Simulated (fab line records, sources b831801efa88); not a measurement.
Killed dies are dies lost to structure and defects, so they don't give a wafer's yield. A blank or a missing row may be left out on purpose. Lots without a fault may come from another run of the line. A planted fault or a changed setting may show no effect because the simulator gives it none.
fab line records | flow gf180mcu
record lots=14 wafers=42 last_day=33
route steps=602 shown MVSD@75 M2@366 V2@397 V3@430
lots that met no fault: from a run of the same line without faults
start_h: hours from the record's first day to the start of the lot's first wafer shown | wait_h: hours since the lot's step before | " the same as in the row above | L1.1+2: a row that stands for several wafers | - no value, or no start given | * or withheld: withheld | < > ~ a bound
route shown NAME@n: a module of which the file shows steps, and the number in the route of the first | usual: mean/standard deviation of fault-free wafers | same: alike in all rows | chamber/n: place in a boat | sites: the reading at each site | _std_site: their standard deviation | _edge_site: outer sites' mean less inner sites' | radius_mm: how far each site lies from the wafer's centre | mask NAME#n: copy n | behind: the tool/chamber that last shaped the wafer | hold: why the lot was held/for how many hours/how that ended | device: the transistor (n, p or np) that didn't switch | end of line: the same wafers' tests at the end of the route | a step without rows: its recipe alone | killed: dies lost to structure and defects at the first sort, not the wafer's yield | map: a wafer's dies, x killed, . not, _ none there
set.NAME: the setting as run; set.NAME@STEP: as run at that earlier step | model.NAME: the simulator's own value behind a step, which no gauge read
steps of the route over a sample of lots; a table a step, a row a wafer
services: from which hour (start_h, from the record's first day; less than 0 if before it) a tool's chamber was out of use, for how many hours, and why
## steps
# step GF_MVSD_IMPLANT_09
# recipe species=P energy_kev=100 dose_cm2=5e+12 tilt_deg=0
# usual dose_ions_cm2=5e+12/5e+09 tilt_deg=-0.002/0.021
# columns lot.wafer tool chamber start_h wait_h dose_ions_cm2 tilt_deg
L935.1 implanter-02 0 82.47 0.1 5e+12 0.024
L935.3 " 0 " " 5.01e+12 0.006
L935.5 " 0 " " 4.998e+12 0.022
L936.1 implanter-02 0 87.47 0.1 5.001e+12 0.021
L936.4 " 0 " " 5.002e+12 -0.004
L936.6 " 0 " " 5e+12 -0.011
L937.2 implanter-04 0 92.11 0.1 5.012e+12 -0.027
L937.3 " 0 " " 5.009e+12 0.001
L937.4 " 0 " " 5.006e+12 -0.018
L939.1 implanter-04 0 106.82 0.1 4.994e+12 -0.008
L939.3 " 0 " " 4.996e+12 -0.022
L939.6 " 0 " " 5.003e+12 -0.017
L940.1 implanter-02 0 110.42 0.1 4.992e+12 0.012
L940.2 " 0 " " 5.003e+12 0.002
L940.5 " 0 " " 4.99e+12 0.006
L941.1 implanter-03 0 116.77 0.1 4.998e+12 -0.008
L941.5 " 0 " " 5.002e+12 0.006
L941.6 " 0 " " 4.998e+12 -0.013
L945.2 implanter-04 0 143.79 0.1 5e+12 -0.057
L945.3 " 0 " " 4.998e+12 -0.048
L945.6 " 0 " " 4.994e+12 -0.018
L946.3 implanter-02 0 147.96 0.1 4.995e+12 5.418
L946.5 " 0 " " 5.003e+12 5.401
L946.6 " 0 " " 5.002e+12 5.414
L947.1 implanter-04 0 153.82 0.1 4.988e+12 0.025
L947.2 " 0 " " 5e+12 0.024
L947.4 " 0 " " 4.997e+12 0.027
L951.3 implanter-02 0 176.77 0.1 5e+12 5.416
L951.5 " 0 " " 4.995e+12 5.424
L951.6 " 0 " " 4.986e+12 5.416
L952.2 implanter-03 0 181.56 0.1 5.011e+12 0.022
L952.3 " 0 " " 5.001e+12 0.036
L952.6 " 0 " " 5.006e+12 0.014
L953.3 implanter-04 0 185.77 0.1 4.999e+12 -0.020
L953.4 " 0 " " 5.004e+12 -0.028
L953.5 " 0 " " 4.995e+12 0.006
L954.1 implanter-04 0 193.46 0.1 5.003e+12 0.001
L954.5 " 0 " " 5.004e+12 0.032
L954.6 " 0 " " 5.004e+12 0.022
L955.1 implanter-03 0 200.83 0.1 5.005e+12 0.041
L955.2 " 0 " " 5.003e+12 -0.006
L955.4 " 0 " " 5e+12 -0.028
# step GF_M2_SPUTTER_04
# recipe material=TiN target_thk_nm=50 power_w=6500 time_s=41.7 chamber_pressure_pa=0.4
# usual chamber_pressure_pa=0.4000/0.0008 throttle_valve_pct=29.9/1.2
# columns lot.wafer tool chamber start_h wait_h chamber_pressure_pa throttle_valve_pct
L935.1 pvd_sputter-03 - 409.34 0.0 0.4007 30.0
L935.3 " - " " 0.4002 28.5
L935.5 " - " " 0.4011 29.8
L936.1 pvd_sputter-02 - 420.08 0.0 0.4004 31.6
L936.4 " - " " 0.3993 32.7
L936.6 " - " " 0.4005 31.9
L937.2 pvd_sputter-02 - 429.30 0.0 0.4004 31.5
L937.3 " - " " 0.4006 31.4
L937.4 " - " " 0.4005 30.1
L939.1 pvd_sputter-03 - 451.07 0.0 0.3998 29.8
L939.3 " - " " 0.3992 28.3
L939.6 " - " " 0.3992 28.7
L940.1 pvd_sputter-03 - 457.31 0.0 0.4013 28.2
L940.2 " - " " 0.3990 29.8
L940.5 " - " " 0.4007 29.8
L941.1 pvd_sputter-03 - 469.50 0.0 0.3993 30.0
L941.5 " - " " 0.3992 28.3
L941.6 " - " " 0.4007 29.7
L945.2 pvd_sputter-04 - 509.82 0.0 0.3999 30.0
L945.3 " - " " 0.4007 29.1
L945.6 " - " " 0.4005 31.1
L946.3 pvd_sputter-03 - 516.58 0.0 0.3998 28.0
L946.5 " - " " 0.3985 29.4
L946.6 " - " " 0.3993 28.4
L947.1 pvd_sputter-04 - 522.67 0.0 0.3999 29.0
L947.2 " - " " 0.3996 31.0
L947.4 " - " " 0.3988 29.8
L951.3 pvd_sputter-02 - 552.73 0.0 0.3998 29.9
L951.5 " - " " 0.3993 29.8
L951.6 " - " " 0.4002 31.5
L952.2 pvd_sputter-04 - 559.02 0.0 0.4006 31.3
L952.3 " - " " 0.4001 29.0
L952.6 " - " " 0.4004 29.7
L953.3 pvd_sputter-03 - 565.51 0.0 0.4004 30.2
L953.4 " - " " 0.3993 28.2
L953.5 " - " " 0.3995 30.0
L954.1 pvd_sputter-03 - 577.18 0.0 0.4005 28.2
L954.5 " - " " 0.4009 29.7
L954.6 " - " " 0.3985 28.3
L955.1 pvd_sputter-03 - 586.18 0.0 0.4000 27.9
L955.2 " - " " 0.4009 30.0
L955.4 " - " " 0.3994 29.5
# step GF_V2_OVL_MEAS_15
# usual V2_OVL=-2/5.4
# columns lot.wafer tool chamber start_h wait_h V2_OVL[nm]
L935.1 overlay-01 - 459.15 0.1 -3
L935.3 " - " " 1
L935.5 " - " " -4
L936.1 overlay-01 - 469.79 0.1 -6
L936.4 " - " " -7
L936.6 " - " " -7
L937.2 overlay-01 - 479.57 0.1 9
L937.3 " - " " -1
L937.4 " - " " 4
L939.1 overlay-01 - 501.11 0.1 -15
L939.3 " - " " -3
L939.6 " - " " 1
L940.1 overlay-02 - 506.44 0.1 -15
L940.2 " - " " 0
L940.5 " - " " -9
L941.1 overlay-02 - 518.06 0.1 5
L941.5 " - " " -1
L941.6 " - " " -3
L945.2 overlay-01 - 556.66 0.1 -7
L945.3 " - " " -6
L945.6 " - " " -14
L946.3 overlay-01 - 562.52 0.1 -5
L946.5 " - " " 2
L946.6 " - " " 0
L947.1 overlay-01 - 569.16 0.1 -12
L947.2 " - " " -8
L947.4 " - " " -6
L951.3 overlay-02 - 596.75 0.1 -1
L951.5 " - " " -4
L951.6 " - " " -5
L952.2 overlay-02 - 603.90 0.1 4
L952.3 " - " " -2
L952.6 " - " " -2
L953.3 overlay-02 - 608.52 0.1 -4
L953.4 " - " " -6
L953.5 " - " " -5
L954.1 overlay-01 - 619.84 0.1 -2
L954.5 " - " " 3
L954.6 " - " " 3
L955.1 overlay-02 - 629.05 0.1 -1
L955.2 " - " " 0
L955.4 " - " " 4
# step GF_V3_THK_MEAS_01
# recipe reads=SiO2_of_V3_CVD_00
# usual V3_CVD_00_THK=600/6.2
# columns lot.wafer tool chamber start_h wait_h V3_CVD_00_THK[nm]
L935.1 film_metro-03 - 485.38 0.0 608
L935.3 " - " " 611
L935.5 " - " " 609
L936.1 film_metro-04 - 496.61 0.1 606
L936.4 " - " " 609
L936.6 " - " " 606
L937.2 film_metro-04 - 505.63 0.0 610
L937.3 " - " " 606
L937.4 " - " " 607
L939.1 film_metro-01 - 527.13 0.0 603
L939.3 " - " " 597
L939.6 " - " " 599
L940.1 film_metro-03 - 531.88 0.0 603
L940.2 " - " " 603
L940.5 " - " " 605
L941.1 film_metro-04 - 543.56 0.0 595
L941.5 " - " " 598
L941.6 " - " " 599
L945.2 film_metro-01 - 580.79 0.0 596
L945.3 " - " " 597
L945.6 " - " " 596
L946.3 film_metro-03 - 586.74 0.1 594
L946.5 " - " " 607
L946.6 " - " " 599
L947.1 film_metro-04 - 593.92 0.0 609
L947.2 " - " " 595
L947.4 " - " " 604
L951.3 film_metro-04 - 619.60 0.1 594
L951.5 " - " " 593
L951.6 " - " " 593
L952.2 film_metro-03 - 627.31 0.0 599
L952.3 " - " " 595
L952.6 " - " " 603
L953.3 film_metro-04 - 631.35 0.1 605
L953.4 " - " " 607
L953.5 " - " " 601
L954.1 film_metro-01 - 642.36 0.0 600
L954.5 " - " " 603
L954.6 " - " " 597
L955.1 film_metro-04 - 650.83 0.0 592
L955.2 " - " " 584
L955.4 " - " " 599
## services
# columns tool chamber start_h hours kind
implanter-04 - 79.91 9.1 repair
pvd_sputter-04 - 107.33 1.3 repair
pvd_sputter-04 - 127.99 5.7 repair
implanter-04 - 135.21 3.2 pm
implanter-02 - 160.78 0.7 repair
pvd_sputter-04 - 172.63 12.7 repair
pvd_sputter-02 - 188.91 8.5 repair
implanter-04 - 199.39 1.5 repair
pvd_sputter-04 - 204.73 6.9 repair
implanter-03 - 230.66 2.6 repair
implanter-04 - 256.91 1.6 pm
implanter-02 - 261.29 0.5 repair
pvd_sputter-02 - 268.32 3.0 repair
pvd_sputter-03 - 280.74 3.6 repair
implanter-02 - 292.27 1.7 repair
implanter-02 - 301.62 4.3 pm
pvd_sputter-04 - 302.53 7.1 repair
implanter-04 - 311.04 5.4 repair
pvd_sputter-04 - 320.02 5.8 repair
implanter-03 - 344.08 4.5 pm
implanter-03 - 360.19 4.6 pm
implanter-04 - 372.52 7.6 repair
pvd_sputter-03 - 537.30 2.6 repair
implanter-02 - 576.36 0.7 repair
## key
first_sign step=GF_MVSD_IMPLANT_09 reading=tilt_deg direction=up sigmas=99+ usual=-0.002 struck=5.415
effect none on later readings
met_at GF_MVSD_IMPLANT_09
struck_lots L946,L951
tester_left_out L946,L951
not_acting_at GF_M2_SPUTTER_04,GF_V2_OVL_MEAS_15,GF_V3_THK_MEAS_01
onset_between 110.42 147.96
fault kind=process_parameter_drift tool=implanter-02 chamber=- onset_h=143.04 steps=GF_MVSD_IMPLANT_09 channel=tilt_deg offset=5.414 shape=step end_h=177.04 acts_in=these_recipes_only stated=0
# tester_left_out: of these lots the tester's yield and bins aren't shown, on N5 and GAA mostly nor the transistor test; their killed dies are dies lost to structure and defects alone, not to doping, threshold or leakage, so they don't give the yield
